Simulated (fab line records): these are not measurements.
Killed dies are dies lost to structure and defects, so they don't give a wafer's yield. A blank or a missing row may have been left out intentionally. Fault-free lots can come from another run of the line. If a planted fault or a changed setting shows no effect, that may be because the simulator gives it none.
The tool behind it: which one? | flow gf180mcu | 14 lots, 42 wafers sampled, at 2 steps of a route of 602

WHAT THE GAUGES READ, wafer by wafer
GF_POLY_GATE_THK_MEAS_01. Usual: POLY_GATE_CVD_00_THK gives 200.8 nm (standard deviation 2.2).
lot  | measured     | on           | POLY_GATE_CVD_00_THK (nm) | flag
L115 | day 8 15:01  | filmMetro-04 | 199.1 198.3 197.6         | 
L116 | day 8 20:43  | filmMetro-03 | 198.9 199.1 200.0         | 
L117 | day 9 02:46  | filmMetro-02 | 198.8 198.3 199.5         | 
L118 | day 9 11:35  | filmMetro-02 | 201.7 199.9 199.9         | 
L119 | day 9 13:57  | filmMetro-04 | 199.2 198.7 198.1         | 
L120 | day 9 22:36  | filmMetro-02 | 198.5 198.8 199.7         | 
L122 | day 10 09:24 | filmMetro-03 | 200.5 198.8 200.8         | 
L124 | day 11 02:44 | filmMetro-04 | 199.0 199.3 199.3         | 
L128 | day 12 05:25 | filmMetro-03 | 203.3 203.9 204.3         | 
L131 | day 13 02:51 | filmMetro-02 | 171.8 172.8 173.1         | OFF
L132 | day 13 07:51 | filmMetro-03 | 203.1 201.4 203.2         | 
L134 | day 13 22:55 | filmMetro-02 | 170.4 171.7 171.6         | OFF
L137 | day 14 19:35 | filmMetro-03 | 203.0 200.7 202.4         | 
L138 | day 15 08:11 | filmMetro-03 | 202.8 203.1 202.4         | 

WHAT TOOL EACH LOT RAN ON (gives the tool, then ch and the chambers of the sampled wafers, and finally the start)
lot  | GF_POLY_GATE_CVD_00
L115 | lpcvd-02 ch 1, day 8 13:41
L116 | lpcvd-01 ch 0, day 8 19:22
L117 | lpcvd-01 ch 1, day 9 01:26
L118 | lpcvd-02 ch 1, day 9 10:16
L119 | lpcvd-02 ch 1, day 9 12:37
L120 | lpcvd-02 ch 0, day 9 21:16
L122 | lpcvd-02 ch 1, day 10 08:04
L124 | lpcvd-02 ch 1, day 11 01:24
L128 | lpcvd-01 ch 0, day 12 04:04
L131 | lpcvd-02 ch 0, day 13 00:51
L132 | lpcvd-01 ch 1, day 13 06:31
L134 | lpcvd-02 ch 1, day 13 21:34
L137 | lpcvd-01 ch 1, day 14 18:15
L138 | lpcvd-01 ch 1, day 15 06:51
- GF_POLY_GATE_CVD_00: deposits poly-Si, target thk 200 nm, time 1200 s.

AS READ BY THE TOOLS THEMSELVES (means over the sampled wafers that have a number; for cases with no such wafer, the mark the record gives instead)
GF_POLY_GATE_CVD_00. Usual: spikeTcTopC 637.2 C, standard deviation 1.5; susceptorTempC 619.95 C, standard deviation 0.29; zonePowerCentrePct 9.3 %, standard deviation 0.49.
lot  | tool     | spikeTcTopC (C) | susceptorTempC (C) | zonePowerCentrePct (%) | flag
L115 | lpcvd-02 | 637.7           | 619.99             | 9.2                    | 
L116 | lpcvd-01 | 639.0           | 619.94             | 8.5                    | 
L117 | lpcvd-01 | 637.1           | 619.60             | 9.9                    | 
L118 | lpcvd-02 | 637.9           | 619.93             | 9.2                    | 
L119 | lpcvd-02 | 638.8           | 619.83             | 9.1                    | 
L120 | lpcvd-02 | 635.3           | 620.07             | 9.0                    | 
L122 | lpcvd-02 | 637.6           | 620.19             | 9.2                    | 
L124 | lpcvd-02 | 637.9           | 620.01             | 9.1                    | 
L128 | lpcvd-01 | 638.7           | 619.91             | 8.7                    | 
L131 | lpcvd-02 | 635.0           | 619.69             | 9.0                    | 
L132 | lpcvd-01 | 636.5           | 620.09             | 10.0                   | 
L134 | lpcvd-02 | 637.8           | 620.05             | 9.1                    | 
L137 | lpcvd-01 | 637.0           | 619.90             | 9.9                    | 
L138 | lpcvd-01 | 637.1           | 619.90             | 9.9                    | 

THE ANSWER, worked out from the rows above alone
Rule: a lot counts as off when the mean over its wafers that have a number is more than 3 standard deviations away from the usual mean. Also off: a lot with no number at a reading for which 4 or more lots have one. All remaining lots with rows at the step are treated as sound. First the gauges in route order, then the tools' own readings, where a lot's mean is used as printed above. The first step at which some lot is off is used, and at that step the reading that is off furthest; a lot without a number counts as furthest.
Off: at GF_POLY_GATE_THK_MEAS_01 (POLY_GATE_CVD_00_THK), L131, L134.
A tool fits if, at a process step before that reading, it ran every lot that is off, and no sound lot after the first of them. Gauges at GF_POLY_GATE_THK_MEAS_01: tried the same way as those tools. 2 tools fit, lpcvd-02 at GF_POLY_GATE_CVD_00 and filmMetro-02 at GF_POLY_GATE_THK_MEAS_01, so this cannot tell which one it is.

WHAT THE SIMULATOR HAD INSERTED
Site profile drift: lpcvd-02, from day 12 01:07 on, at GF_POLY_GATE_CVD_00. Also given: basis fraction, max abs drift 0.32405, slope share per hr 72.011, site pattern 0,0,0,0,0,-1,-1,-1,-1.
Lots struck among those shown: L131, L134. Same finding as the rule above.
